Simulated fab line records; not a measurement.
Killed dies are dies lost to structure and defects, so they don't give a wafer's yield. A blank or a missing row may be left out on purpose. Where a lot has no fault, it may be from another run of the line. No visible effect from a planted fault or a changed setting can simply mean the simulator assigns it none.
Which tool was responsible? | flow sky130 | Sampling: 9 lots, 27 wafers, 2 of 708 route steps

== WHAT THE GAUGES SHOWED, per wafer ==
SKY_METAL5_THK_MEAS_06: measures by xrf.
lot  | measured     | on            | METAL5_ALCU_THK (nm)
L432 | day 42 10:02 | film-metro-03 | 1184 1174 1153
L431 | day 42 14:50 | film-metro-02 | 1159 1134 1165
L438 | day 44 17:59 | film-metro-04 | 1158 1156 1160
L440 | day 45 08:27 | film-metro-02 | 1168 1130 1156
L442 | day 45 19:16 | film-metro-02 | 1152 1175 1167
L444 | day 46 07:55 | film-metro-02 | 1161 1171 1181
L450 | day 48 08:20 | film-metro-03 | 1355 1319 1332 1355 1326 1341
L452 | day 48 14:41 | film-metro-04 | 1337 1348 1353 1343 1345 1346
L453 | day 48 12:17 | film-metro-04 | 1150 1168 1158

== WHAT TOOL EACH LOT RAN ON (gives the tool, then ch and the chambers of the sampled wafers, and finally the start) ==
lot  | SKY_METAL5_SPUTTER_04
L432 | pvd-sputter-03, day 42 09:52
L431 | pvd-sputter-02, day 42 14:39
L438 | pvd-sputter-04, day 44 17:48
L440 | pvd-sputter-03, day 45 08:17
L442 | pvd-sputter-02, day 45 19:05
L444 | pvd-sputter-02, day 46 07:43
L450 | pvd-sputter-02, day 48 05:53
L452 | pvd-sputter-02, day 48 10:50
L453 | pvd-sputter-04, day 48 12:07
- SKY_METAL5_SPUTTER_04: material TiN, target thk 70 nm, time 58.3 s.

== THE ANSWER, worked out from the rows above alone ==
Rule: the lots themselves supply what counts as usual. Put in order of their means at a reading, lots are off if they are a third of the lots or fewer, leave a main group of 4 or more, and stand apart from it by a gap of 3 or more times the standard deviation of the main group's means; of several such gaps the widest counts. The tables above print the reading to a certain number of digits; a main group whose means all agree to those digits is not used. A lot without any number at a reading at which 4 lots or more have one is off too. Where the step has rows for the other lots, those lots are counted as sound.
Off: L450, L452, seen at SKY_METAL5_THK_MEAS_06 (METAL5_ALCU_THK). For the main group the mean is 1161 nm and the standard deviation 7.3.
A tool fits if, at a process step before that reading, it ran every lot that is off, and no sound lot after the first of them. The gauges at SKY_METAL5_THK_MEAS_06 are tried like those tools. One fits: SKY_METAL5_SPUTTER_04 on pvd-sputter-02. Its last sound lot is L444 (day 46 07:43), its first lot that is off L450 (day 48 05:53): a fault that began between those two fits.

== WHAT THE SIMULATOR HAD INSERTED ==
Beginning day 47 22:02, the whole step at SKY_METAL5_SPUTTER_04 was skipped on pvd-sputter-02. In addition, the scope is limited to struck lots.
Lots struck among those shown: L450, L452. The rule above found the same.
